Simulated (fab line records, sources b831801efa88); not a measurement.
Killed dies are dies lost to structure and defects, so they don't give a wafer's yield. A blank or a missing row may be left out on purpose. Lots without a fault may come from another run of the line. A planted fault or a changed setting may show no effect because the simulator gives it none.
Which tool did it? | flow gf180mcu | 7 lots, 21 wafers sampled, at 1 step of a route of 602

WHAT THE GAUGES READ, wafer by wafer
GF_HV_LDD_TW_MEAS_11.
lot  | measured     | on            | HV_LDD_TW
L958 | day 10 13:51 | film_metro-02 | 2444 2438 2429
L960 | day 11 09:19 | film_metro-03 | 2427 2438 2436
L963 | day 12 00:17 | film_metro-01 | 2497 2486 2506
L965 | day 12 19:00 | film_metro-01 | 2497 2483 2483
L967 | day 13 11:03 | film_metro-03 | 2441 2422 2433
L969 | day 14 01:34 | film_metro-01 | 2468 2470 2463
L974 | day 15 15:53 | film_metro-01 | 2454 2454 2457

WHICH TOOL RAN EACH LOT (tool, then ch and the chambers of the sampled wafers, then the start)
The record holds no process step before these readings.

THE ANSWER, worked out from the rows above alone
Rule: what is usual is taken from the lots themselves. Put in order of their means at a reading, lots are off if they are a third of the lots or fewer, leave a main group of 4 or more, and stand apart from it by a gap of 3 or more times the standard deviation of the main group's means; of several such gaps the widest counts. A main group whose means are all the same, to the digits that the tables above print for the reading, isn't used. A lot without any number at a reading at which 4 lots or more have one is off too. The other lots that the step has rows for count as sound.
No lot is off at any reading shown: from this, nothing can be told.

WHAT THE SIMULATOR HAD PUT IN
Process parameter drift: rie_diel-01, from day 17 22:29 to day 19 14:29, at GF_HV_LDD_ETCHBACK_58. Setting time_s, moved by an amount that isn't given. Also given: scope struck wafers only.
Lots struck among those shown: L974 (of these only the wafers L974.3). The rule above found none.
